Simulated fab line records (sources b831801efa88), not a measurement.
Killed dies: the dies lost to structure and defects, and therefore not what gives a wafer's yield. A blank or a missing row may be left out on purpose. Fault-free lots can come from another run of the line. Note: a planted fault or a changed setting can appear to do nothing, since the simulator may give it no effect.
Matching of chambers + flow gf180mcu + 4 sister chambers for GF_V1_CMP_26 on cmp-02
The step polishes, stops on SiO2, t overpolish 15 s, target thk 0 nm. 14 wafers are shown with their chamber, then 7 later ones without.

EACH WAFER AND ITS CHAMBER
| wafer  | chamber | motor_current_A (A) | time_to_endpoint_s (s) | overpolish_run_s (s) |
|--------|---------|---------------------|------------------------|----------------------|
| L869.1 | 0       | 11.6                | 80                     | 15.004               |
| L869.2 | 2       | 13.1                | 87                     | 14.993               |
| L869.4 | 1       | 12.9                | 78                     | 14.999               |
| L870.2 | 1       | 13.0                | 77                     | 14.993               |
| L870.3 | 3       | 11.0                | 90                     | 15.000               |
| L870.5 | 1       | 13.2                | 81                     | 14.997               |
| L872.1 | 0       | 11.7                | 82                     | 14.992               |
| L872.2 | 2       | 12.6                | 84                     | 15.018               |
| L872.6 | 3       | 10.6                | 95                     | 14.998               |
| L874.2 | 2       | 13.0                | 88                     | 14.994               |
| L874.4 | 1       | 13.4                | 80                     | 15.007               |
| L874.6 | 2       | 12.8                | 88                     | 15.004               |
| L878.4 | 3       | 11.1                | 91                     | 15.003               |
| L878.5 | 2       | 13.0                | 90                     | 15.007               |

SIGNATURES (averages over the wafers above)
| reading            | chamber 0 | chamber 1 | chamber 2 | chamber 3 | scatter within a chamber |
|--------------------|-----------|-----------|-----------|-----------|--------------------------|
| motor_current_A    | 11.650    | 13.125    | 12.900    | 10.900    | 0.213                    |
| time_to_endpoint_s | 81.00     | 79.00     | 87.40     | 92.00     | 2.13                     |
| overpolish_run_s   | 14.99800  | 14.99900  | 15.00320  | 15.00033  | 0.00782                  |
Rule: a wafer's distance from a chamber is the root of the sum, over the readings, of the square of ((its reading less the chamber's mean) divided by the reading's scatter). The wafer belongs to the nearest chamber; if the next one is less than 2 further off, it can't be placed. The scatter: the root of (the sum of the squares of (reading less its chamber's mean) over the shown wafers, divided by (wafers less chambers)).

WAFERS WHOSE CHAMBER IS MISSING
| wafer  | motor_current_A (A) | time_to_endpoint_s (s) | overpolish_run_s (s) |
|--------|---------------------|------------------------|----------------------|
| L878.6 | 10.9                | 93                     | 14.991               |
| L880.1 | 11.5                | 90                     | 15.010               |
| L880.2 | 13.3                | 85                     | 14.992               |
| L880.3 | 12.6                | 79                     | 15.004               |
| L884.1 | 10.8                | 93                     | 14.999               |
| L884.2 | 13.1                | 89                     | 15.012               |
| L884.4 | 11.9                | 81                     | 15.000               |

EACH ONE'S CHAMBER
| wafer  | from the rows above     | in truth                   |
|--------|-------------------------|----------------------------|
| L878.6 | 3                       | 3                          |
| L880.1 | can't be placed: 3 or 0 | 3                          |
| L880.2 | can't be placed: 2 or 1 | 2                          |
| L880.3 | can't be placed: 1 or 2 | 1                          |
| L884.1 | 3                       | 3                          |
| L884.2 | 2                       | 2                          |
| L884.4 | 0                       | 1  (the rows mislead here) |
Correctly placed: 3 of 7. From these rows, 3 cannot be placed; in 3 the true chamber is one of the candidates. Wrongly placed: 1.
